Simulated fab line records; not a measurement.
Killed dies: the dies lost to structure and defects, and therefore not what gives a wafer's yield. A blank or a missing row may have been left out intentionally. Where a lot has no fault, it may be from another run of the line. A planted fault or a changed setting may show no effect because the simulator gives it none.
Matching of chambers :: flow sky130 :: 4 sister chambers for SKY_PASSIVATION_ETCH_11 on rie diel-03
The step etches the open film in CF4/O2, stops on AlCu, target depth 725 nm, time 161.1 s. 4 wafers are shown with their chamber, then 8 later ones without.

WAFERS WITH THEIR CHAMBER
wafer: L085.1
chamber: 0
drypump motor current A (A): 5.3

wafer: L085.2
chamber: 1
drypump motor current A (A): 5.0

wafer: L085.3
chamber: 2
drypump motor current A (A): 5.4

wafer: L088.1
chamber: 3
drypump motor current A (A): 5.9

WAFERS WHOSE CHAMBER IS MISSING
wafer: L088.3
drypump motor current A (A): 5.0

wafer: L088.5
drypump motor current A (A): 5.0

wafer: L090.1
drypump motor current A (A): 5.1

wafer: L090.3
drypump motor current A (A): 5.4

wafer: L090.6
drypump motor current A (A): 5.9

wafer: L096.3
drypump motor current A (A): 6.0

wafer: L096.4
drypump motor current A (A): 5.2

wafer: L096.5
drypump motor current A (A): 6.0

CHAMBER TAKEN BY EACH
wafer: L088.3
from the rows above: 1
in truth: 1

wafer: L088.5
from the rows above: 1
in truth: 1

wafer: L090.1
from the rows above: can't be placed: 1 or 0
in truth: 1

wafer: L090.3
from the rows above: can't be placed: 2 or 0
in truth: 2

wafer: L090.6
from the rows above: 3
in truth: 3

wafer: L096.3
from the rows above: 3
in truth: 3

wafer: L096.4
from the rows above: can't be placed: 0 or 1 or 2
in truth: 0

wafer: L096.5
from the rows above: 3
in truth: 3
Correctly placed: 5 of 8. Not placeable from these rows: 3 (in 3, the candidates include the true chamber). Number placed wrongly: 0.
How it was worked out, from the rows above alone: a wafer's distance from a chamber is the root of the sum, over the readings, of the square of ((its reading less the chamber's mean) divided by the reading's scatter). If the next closest chamber is less than 2 further off than the closest, the wafer can't be placed; otherwise it belongs to the closest. The mean given for a chamber averages the wafers shown for that chamber. The scatter: with one shown wafer a chamber, the root of the mean of the squares of how far each hidden wafer lies from its nearest shown one.
